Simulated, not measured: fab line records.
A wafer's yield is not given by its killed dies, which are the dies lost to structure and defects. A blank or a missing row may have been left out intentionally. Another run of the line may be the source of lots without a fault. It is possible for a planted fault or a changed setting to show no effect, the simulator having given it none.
fab line records    flow gf180mcu
record lots=11  wafers=33  lastDay=34
route steps=602 shown STI@25 VT_IMPLANT@121 NSD@242 CONTACT@289
lots untouched by any fault: they come from a run of this same line in which no faults occurred
startH: hours from the record's first day to the start of the lot's first wafer shown    waitH: hours from the lot's prior step to this one    " the same as in the row above    L1.1+2: one row covering several wafers at once    - no value, or no start given    * or withheld: withheld    < > ~ a bound
route shown NAME@n: a module of which the file shows steps, and the number in the route of the first    usual: average and standard deviation across the fault-free wafers    same: alike in all rows    chamber/n: place in a boat    sites: each site's reading    _std_site: the values' standard deviation    _edge_site: the outer-site mean with the inner-site mean subtracted    radiusMm: for every site, how far away it sits from the centre of the wafer    mask NAME#n: copy n    behind: the last tool/chamber to shape the wafer    hold: reason for holding the lot/hours on hold/outcome of the hold    device: which transistor (n, p or np) failed to switch    end of line: tests run on the same wafers once the route is complete    a step without rows: its recipe alone    killed: the dies lost at the first sort to structure and to defects; this is not the yield of the wafer    map: per-die view of a wafer (x killed, . not killed, _ where there is no die)
set.NAME: setting as actually run; set.NAME@STEP: the setting as run at that earlier step    model.NAME: the simulator's own value behind a step, which no gauge read
the route's steps for a sample of lots (tables are steps, rows are wafers)
services: from which hour (startH, from the record's first day; less than 0 if before it) a tool's chamber was out of use, for how many hours, and why
## steps
# step GF_STI_THK_MEAS_24
# recipe reads=SiO2_of_STI_CVD_23
# usual STI_CVD_23_THK=652/8.4
lot.wafer  tool          chamber  startH  waitH  STI_CVD_23_THK[nm]
L537.1     filmMetro-01  -        28.14   0.0    666
L537.2     "             -        "       "      646
L537.3     "             -        "       "      652
L538.3     filmMetro-04  -        32.12   0.1    632
L538.4     "             -        "       "      649
L538.6     "             -        "       "      645
L542.1     filmMetro-04  -        55.23   0.0    656
L542.4     "             -        "       "      659
L542.6     "             -        "       "      648
L544.1     filmMetro-02  -        67.34   0.0    664
L544.2     "             -        "       "      641
L544.3     "             -        "       "      665
L545.1     filmMetro-04  -        72.78   0.0    643
L545.4     "             -        "       "      661
L545.6     "             -        "       "      645
L548.2     filmMetro-04  -        83.27   0.0    655
L548.3     "             -        "       "      642
L548.5     "             -        "       "      647
L556.2     filmMetro-02  -        125.23  0.0    658
L556.3     "             -        "       "      644
L556.4     "             -        "       "      660
L557.2     filmMetro-02  -        130.83  0.0    650
L557.5     "             -        "       "      658
L557.6     "             -        "       "      664
L558.2     filmMetro-02  -        135.61  0.0    643
L558.5     "             -        "       "      655
L558.6     "             -        "       "      653
L559.1     filmMetro-02  -        140.75  0.0    655
L559.3     "             -        "       "      645
L559.5     "             -        "       "      647
L560.1     filmMetro-04  -        149.04  0.0    659
L560.2     "             -        "       "      659
L560.5     "             -        "       "      653
# step GF_VT_IMPLANT_STRIP_31
# recipe chemistry=O2/N2  powerW=1400  pressureMtorr=1500  platenTempC=250  o2FlowSccm=3000  n2FlowSccm=300  overashFraction=0.5
# usual chamberPressureMTorr=1500.3/1.4  drypumpMotorCurrentA=6.0/0.5  heaterPowerW=345/27  oesProductAu=0.716/0.0047  stripTimeToEndpointS=12.62/0.04
lot.wafer  tool            chamber  startH  waitH  chamberPressureMTorr  drypumpMotorCurrentA  heaterPowerW  oesProductAu  rfHoursCounterH  stripTimeToEndpointS
L537.1     plasmaAsher-01  1        138.13  0.1    1502.2                5.7                   289           0.715         1                12.61
L537.2     "               0        "       "      1500.9                6.8                   353           0.715         1                12.65
L537.3     "               0        "       "      1499.4                6.8                   353           0.718         -                12.59
L538.3     plasmaAsher-01  0        146.75  0.1    1499.1                6.8                   354           0.714         -                12.70
L538.4     "               1        "       "      1499.3                5.6                   282           0.717         -                12.64
L538.6     "               0        "       "      1499.8                6.8                   356           0.720         -                12.68
L542.1     plasmaAsher-02  1        176.75  0.1    1498.4                5.8                   325           0.714         54               12.66
L542.4     "               1        "       "      1501.0                5.8                   331           0.722         -                12.59
L542.6     "               0        "       "      1498.0                5.4                   370           0.721         -                12.65
L544.1     plasmaAsher-01  0        190.05  0.1    1498.8                6.8                   350           0.950         7                -
L544.2     "               1        "       "      1501.1                5.7                   286           0.953         7                -
L544.3     "               1        "       "      1500.4                5.7                   289           0.952         -                -
L545.1     plasmaAsher-02  1        198.12  0.1    1501.2                5.9                   326           0.712         56               12.62
L545.4     "               0        "       "      1500.2                5.4                   372           0.719         -                12.58
L545.6     "               1        "       "      1501.7                5.9                   323           0.716         -                12.58
L548.2     plasmaAsher-04  1        211.43  0.1    1500.7                6.3                   359           0.721         56               12.63
L548.3     "               0        "       "      1500.2                5.5                   351           0.714         -                12.62
L548.5     "               1        "       "      1498.9                6.4                   363           0.717         -                12.66
L556.2     plasmaAsher-01  1        266.33  0.1    1500.6                5.7                   290           0.717         16               12.56
L556.3     "               1        "       "      1501.8                5.7                   286           0.710         -                12.60
L556.4     "               0        "       "      1499.7                6.8                   359           0.721         -                12.55
L557.2     plasmaAsher-04  1        273.58  0.1    1501.2                6.3                   368           0.713         63               12.66
L557.5     "               0        "       "      1502.1                5.5                   348           0.715         -                12.61
L557.6     "               1        "       "      1499.5                6.3                   356           0.717         -                12.63
L558.2     plasmaAsher-02  0        281.05  0.1    1500.0                5.4                   371           0.715         63               12.59
L558.5     "               0        "       "      1500.7                5.4                   377           0.720         -                12.57
L558.6     "               1        "       "      1504.5                5.8                   325           0.714         -                12.59
L559.1     plasmaAsher-01  0        284.57  0.1    1500.1                6.8                   354           0.719         17               12.54
L559.3     "               1        "       "      1498.9                5.6                   294           0.716         -                12.55
L559.5     "               0        "       "      1500.0                6.9                   355           0.719         -                12.56
L560.1     plasmaAsher-01  0        297.22  0.1    1499.3                6.8                   355           0.726         19               12.65
L560.2     "               1        "       "      1500.0                5.7                   285           0.725         19               12.66
L560.5     "               1        "       "      1498.6                5.7                   289           0.717         -                12.67
# step GF_VT_IMPLANT_STRIP_42
# recipe chemistry=O2/N2  powerW=1400  pressureMtorr=1500  platenTempC=250  o2FlowSccm=3000  n2FlowSccm=300  overashFraction=0.5
# usual chamberPressureMTorr=1500.3/1.4  drypumpMotorCurrentA=5.8/0.45  heaterPowerW=347/24  oesProductAu=0.716/0.0045  stripTimeToEndpointS=12.62/0.035
lot.wafer  tool            chamber  startH  waitH  chamberPressureMTorr  drypumpMotorCurrentA  heaterPowerW  oesProductAu  rfHoursCounterH  stripTimeToEndpointS
L537.1     plasmaAsher-02  0        154.42  0.1    1500.7                5.4                   366           0.711         52               12.56
L537.2     "               1        "       "      1500.7                5.8                   323           0.705         52               12.58
L537.3     "               0        "       "      1501.3                5.5                   372           0.714         -                12.58
L538.3     plasmaAsher-02  1        162.93  0.1    1501.5                5.8                   320           0.712         -                12.69
L538.4     "               0        "       "      1501.3                5.4                   375           0.715         -                12.65
L538.6     "               1        "       "      1501.1                5.8                   331           0.719         -                12.67
L542.1     plasmaAsher-04  0        193.83  0.1    1500.5                5.5                   343           0.710         55               12.62
L542.4     "               1        "       "      1498.6                6.3                   363           0.718         -                12.61
L542.6     "               1        "       "      1499.8                6.3                   357           0.710         -                12.66
L544.1     plasmaAsher-04  0        207.82  0.1    1500.3                5.5                   354           0.725         56               15.43
L544.2     "               1        "       "      1500.4                6.4                   366           0.702         56               15.43
L544.3     "               1        "       "      1498.6                6.4                   366           0.716         -                15.43
L545.1     plasmaAsher-02  0        216.00  0.1    1501.2                5.4                   355           0.714         58               12.60
L545.4     "               0        "       "      1498.8                5.4                   363           0.719         -                12.58
L545.6     "               0        "       "      1498.9                5.4                   373           0.722         -                12.60
L548.2     plasmaAsher-04  0        229.55  0.1    1500.3                5.4                   356           0.717         58               12.55
L548.3     "               0        "       "      1500.6                5.5                   343           0.710         -                12.58
L548.5     "               1        "       "      1498.9                6.3                   374           0.727         -                12.55
L556.2     plasmaAsher-02  1        285.77  0.1    1500.7                5.8                   329           0.719         63               12.60
L556.3     "               1        "       "      1500.5                5.8                   322           0.712         -                12.60
L556.4     "               0        "       "      1499.3                5.5                   360           0.711         -                12.60
L557.2     plasmaAsher-02  0        293.03  0.1    1499.2                5.5                   376           0.716         64               12.63
L557.5     "               1        "       "      1499.8                5.8                   329           0.716         -                12.65
L557.6     "               0        "       "      1499.1                5.4                   375           0.718         -                12.62
L558.2     plasmaAsher-04  1        300.65  0.1    1498.4                6.3                   355           0.721         66               12.64
L558.5     "               1        "       "      1502.1                6.3                   363           0.724         -                12.65
L558.6     "               0        "       "      1503.3                5.5                   345           0.719         -                12.66
L559.1     plasmaAsher-04  1        305.00  0.1    1499.1                6.4                   366           0.716         66               12.61
L559.3     "               1        "       "      1498.9                6.4                   361           0.720         -                12.59
L559.5     "               0        "       "      1499.7                5.5                   355           0.711         -                12.59
L560.1     plasmaAsher-02  1        317.72  0.1    1501.8                5.8                   321           0.717         66               12.63
L560.2     "               0        "       "      1502.8                5.4                   371           0.724         66               12.61
L560.5     "               1        "       "      1500.3                5.8                   323           0.718         -                12.61
# step GF_VT_IMPLANT_TW_MEAS_43
# usual VT_IMPLANT_4_TW=697/4
lot.wafer  tool          chamber  startH  waitH  hold                     VT_IMPLANT_4_TW
L537.1     filmMetro-03  -        154.52  0.1    -                        697
L537.2     "             -        "       "      -                        698
L537.3     "             -        "       "      -                        702
L538.3     filmMetro-03  -        163.02  0.1    -                        695
L538.4     "             -        "       "      -                        696
L538.6     "             -        "       "      -                        696
L542.1     filmMetro-03  -        193.93  0.1    -                        695
L542.4     "             -        "       "      -                        698
L542.6     "             -        "       "      -                        700
L544.1     filmMetro-04  -        207.92  0.1    awaitDispo/0.2h/release  32
L544.2     "             -        "       "      awaitDispo/0.2h/release  32
L544.3     "             -        "       "      awaitDispo/0.2h/release  32
L544.1     filmMetro-04  -        208.15  0.2    -                        32
L544.2     "             -        "       "      -                        32
L544.3     "             -        "       "      -                        32
L545.1     filmMetro-03  -        216.10  0.1    -                        694
L545.4     "             -        "       "      -                        698
L545.6     "             -        "       "      -                        693
L548.2     filmMetro-03  -        229.66  0.1    -                        698
L548.3     "             -        "       "      -                        695
L548.5     "             -        "       "      -                        696
L556.2     filmMetro-03  -        285.88  0.1    -                        697
L556.3     "             -        "       "      -                        695
L556.4     "             -        "       "      -                        696
L557.2     filmMetro-03  -        293.14  0.1    -                        704
L557.5     "             -        "       "      -                        702
L557.6     "             -        "       "      -                        699
L558.2     filmMetro-04  -        300.76  0.1    -                        691
L558.5     "             -        "       "      -                        687
L558.6     "             -        "       "      -                        693
L559.1     filmMetro-01  -        305.10  0.1    -                        698
L559.3     "             -        "       "      -                        697
L559.5     "             -        "       "      -                        696
L560.1     filmMetro-03  -        317.82  0.1    -                        698
L560.2     "             -        "       "      -                        703
L560.5     "             -        "       "      -                        696
# step GF_NSD_CD_MEAS_07
# recipe targetCdNm=400
# usual cdNm=400.4/2.1
lot.wafer  tool      chamber  startH  waitH  cdNm
L537.1     cdSem-01  -        298.98  0.1    399.1
L537.2     "         -        "       "      398.8
L537.3     "         -        "       "      397.3
L538.3     cdSem-01  -        303.27  0.1    402.4
L538.4     "         -        "       "      401.4
L538.6     "         -        "       "      402.0
L542.1     cdSem-01  -        340.99  0.1    400.9
L542.4     "         -        "       "      402.6
L542.6     "         -        "       "      401.5
L545.1     cdSem-01  -        368.38  0.1    402.7
L545.4     "         -        "       "      403.2
L545.6     "         -        "       "      403.1
L548.2     cdSem-01  -        384.96  0.1    396.7
L548.3     "         -        "       "      397.6
L548.5     "         -        "       "      398.8
L556.2     cdSem-01  -        454.68  0.1    401.5
L556.3     "         -        "       "      401.7
L556.4     "         -        "       "      400.0
L557.2     cdSem-02  -        461.23  0.1    403.2
L557.5     "         -        "       "      401.3
L557.6     "         -        "       "      402.4
L558.2     cdSem-01  -        473.05  0.1    402.1
L558.5     "         -        "       "      402.3
L558.6     "         -        "       "      401.1
L559.1     cdSem-01  -        476.88  0.1    398.5
L559.3     "         -        "       "      399.7
L559.5     "         -        "       "      398.3
L560.1     cdSem-01  -        490.79  0.1    400.7
L560.2     "         -        "       "      400.2
L560.5     "         -        "       "      401.3
# step GF_CONTACT_CVD_02
# recipe material=SiO2  targetThkNm=860  precursor=TEOS  tempC=400  timeS=95.992  rfW=600
# usual heaterPowerW=707/85
# same timeS=95.992
lot.wafer  tool      chamber  startH  waitH  heaterPowerW
L537.1     pecvd-03  2        342.80  0.1    684
L537.2     "         0        "       "      627
L537.3     "         1        "       "      603
L538.3     pecvd-01  1        347.59  0.0    737
L538.4     "         0        "       "      717
L538.6     "         2        "       "      615
L542.1     pecvd-02  0        386.73  0.1    741
L542.4     "         0        "       "      781
L542.6     "         2        "       "      724
L545.1     pecvd-03  1        416.40  0.1    684
L545.4     "         2        "       "      695
L545.6     "         0        "       "      514
L548.2     pecvd-01  1        433.98  0.0    867
L548.3     "         0        "       "      760
L548.5     "         0        "       "      640
L556.2     pecvd-02  1        505.87  0.0    782
L556.3     "         2        "       "      746
L556.4     "         0        "       "      713
L557.2     pecvd-02  0        512.04  0.0    829
L557.5     "         1        "       "      718
L557.6     "         0        "       "      857
L558.2     pecvd-02  1        522.81  0.0    752
L558.5     "         1        "       "      777
L558.6     "         2        "       "      731
L559.1     pecvd-03  0        526.57  0.1    588
L559.3     "         1        "       "      648
L559.5     "         1        "       "      650
L560.1     pecvd-01  2        539.24  0.1    737
L560.2     "         1        "       "      729
L560.5     "         2        "       "      771
## services
tool            chamber  startH  hours  kind
plasmaAsher-01  -        116.81  9.0    pm
pecvd-03        0        119.49  14.4   repair
pecvd-01        -        126.05  0.6    repair
pecvd-02        2        139.42  4.4    repair
pecvd-02        -        160.62  14.0   pm
plasmaAsher-04  -        197.53  2.8    pm
pecvd-03        -        205.48  1.7    repair
plasmaAsher-02  -        243.16  22.2   repair
plasmaAsher-01  -        271.70  3.3    repair
pecvd-01        -        276.50  0.8    pm
pecvd-03        0        325.44  13.6   repair
pecvd-02        0        387.89  4.1    repair
pecvd-01        -        415.39  2.8    pm
plasmaAsher-02  -        421.25  9.0    pm
plasmaAsher-02  0        421.25  9.0    ventCycle
plasmaAsher-02  1        421.25  9.0    ventCycle
pecvd-01        0        423.45  3.4    repair
plasmaAsher-01  -        428.40  1.1    repair
pecvd-03        2        438.87  3.7    repair
pecvd-03        -        456.04  5.5    pm
pecvd-03        1        464.24  21.1   repair
plasmaAsher-01  -        477.79  1.2    repair
pecvd-02        -        503.18  1.0    repair
pecvd-01        -        526.86  0.3    repair
## key
firstSign step=GF_VT_IMPLANT_STRIP_31  reading=oesProductAu  direction=up  sigmas=50  usual=0.716  struck=0.952
effect step=GF_VT_IMPLANT_STRIP_42  reading=stripTimeToEndpointS  direction=up  sigmas=79  usual=*  struck=*
effect step=GF_VT_IMPLANT_TW_MEAS_43  reading=visit  direction=added
effect step=GF_VT_IMPLANT_TW_MEAS_43  reading=VT_IMPLANT_4_TW  direction=down  sigmas=99+  usual=697  struck=32
metAt GF_VT_IMPLANT_STRIP_31
struckLots L544
scrappedBehind GF_VT_IMPLANT_TW_MEAS_43 L544.1,L544.2,L544.3
notActingAt GF_STI_THK_MEAS_24,GF_NSD_CD_MEAS_07,GF_CONTACT_CVD_02
onsetBetween 146.75 190.05
fault kind=stripAborted  tool=plasmaAsher-01  chamber=-  onsetH=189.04  steps=GF_VT_IMPLANT_STRIP_31  offset=0.48464  endH=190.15
